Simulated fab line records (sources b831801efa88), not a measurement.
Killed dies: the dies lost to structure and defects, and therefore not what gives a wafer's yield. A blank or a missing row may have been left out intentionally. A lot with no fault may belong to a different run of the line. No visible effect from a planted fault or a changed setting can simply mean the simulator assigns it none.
One fault seen from 2 desks + flow gf180mcu + only its own numbers are on each desk; what lay behind them is given at the end

## THE TOOL OWNER'S DESK: cvd-w-01
The tool's own readings at GF_CONTACT_CVD_24 (deposits W, target thk 300 nm, time 90.339 s): means of the sampled wafers that have a number, for each lot that ran on this tool. Marked OUT: a lot whose mean sits more than 4 standard deviations from the usual mean, which makes it out of limits; the brackets give that distance.
Columns: A = heater-power-w at GF_CONTACT_CVD_24, usual 858 W
| lot  | first seen here | A   |
|------|-----------------|-----|
| L714 | day 18 07:21    | 806 |
| L715 | day 18 19:04    | 820 |
| L717 | day 19 08:17    | 816 |
| L722 | day 21 08:46    | 813 |
| L727 | day 23 01:15    | 769 |
| L728 | day 23 09:34    | 764 |
This desk's finding: nothing out of limits on any of the 6 lots.

## METROLOGY DESK
What the gauges read for every lot (on any tool): the sampled wafers with a number, averaged. Marked OUT: a lot whose mean sits more than 4 standard deviations from the usual mean, which makes it out of limits; the brackets give that distance.
Columns: A = SAB_CVD_00_THK at GF_SAB_THK_MEAS_01, usual 50.2 nm; B = CONTACT_W_RS at GF_CONTACT_RS_MEAS_25, usual 0.385 ohm/sq; C = CONTACT_W_THK at GF_CONTACT_THK_MEAS_26, usual 300 nm; D = M1_ALCU_THK at GF_M1_THK_MEAS_06, usual 445 nm
| lot  | first seen here | A    | B               | C             | D   |
|------|-----------------|------|-----------------|---------------|-----|
| L709 | day 14 21:29    | 50.6 | 0.387           | 297           | 445 |
| L710 | day 15 04:39    | 50.8 | 0.386           | 298           | 448 |
| L711 | day 15 10:25    | 50.3 | 0.389           | 297           | 446 |
| L712 | day 15 14:47    | 49.8 | 0.386           | 300           | 443 |
| L714 | day 16 07:32    | 50.4 | 0.385           | 298           | 449 |
| L715 | day 16 18:47    | 50.2 | 0.381           | 300           | 446 |
| L716 | day 17 00:59    | 49.6 | 0.383           | 301           | 446 |
| L717 | day 17 06:35    | 50.5 | 0.385           | 299           | 447 |
| L722 | day 19 06:25    | 50.1 | 0.377           | 306           | 440 |
| L727 | day 21 00:24    | 49.4 | 0.565 (+47) OUT | 232 (-21) OUT | 439 |
| L728 | day 21 09:14    | 50.0 | 0.569 (+48) OUT | 231 (-21) OUT | 446 |
| L729 | day 21 15:34    | 49.9 | 0.384           | 299           | 445 |
| L731 | day 22 03:49    | 50.0 | 0.394           | 295           | 446 |
This desk's result: L727, L728 out of limits, first on L727 (CONTACT_W_RS at GF_CONTACT_RS_MEAS_25), day 23 01:25. L709, L710, L711, L712, L714, L715, L716, L717, L722, L729, L731 stayed within limits.

## BROUGHT TOGETHER
At day 23 01:25 the metrology desk could have sounded an alarm, on L727, L728.
The tool owner's desk saw nothing out of limits.
The tool owner's desk has L727, L728 on record, within its limits.
GF_CONTACT_CVD_24 was run on cvd-w-01 by each of the lots named.

## WHAT HAD BEEN PUT IN BY THE SIMULATOR
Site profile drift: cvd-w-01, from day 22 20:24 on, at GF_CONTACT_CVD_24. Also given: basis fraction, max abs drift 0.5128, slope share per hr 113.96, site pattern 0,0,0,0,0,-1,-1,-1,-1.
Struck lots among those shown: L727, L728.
Time in hours between the start of the fault and the first out-of-limits reading at each desk: metrology desk, 5.
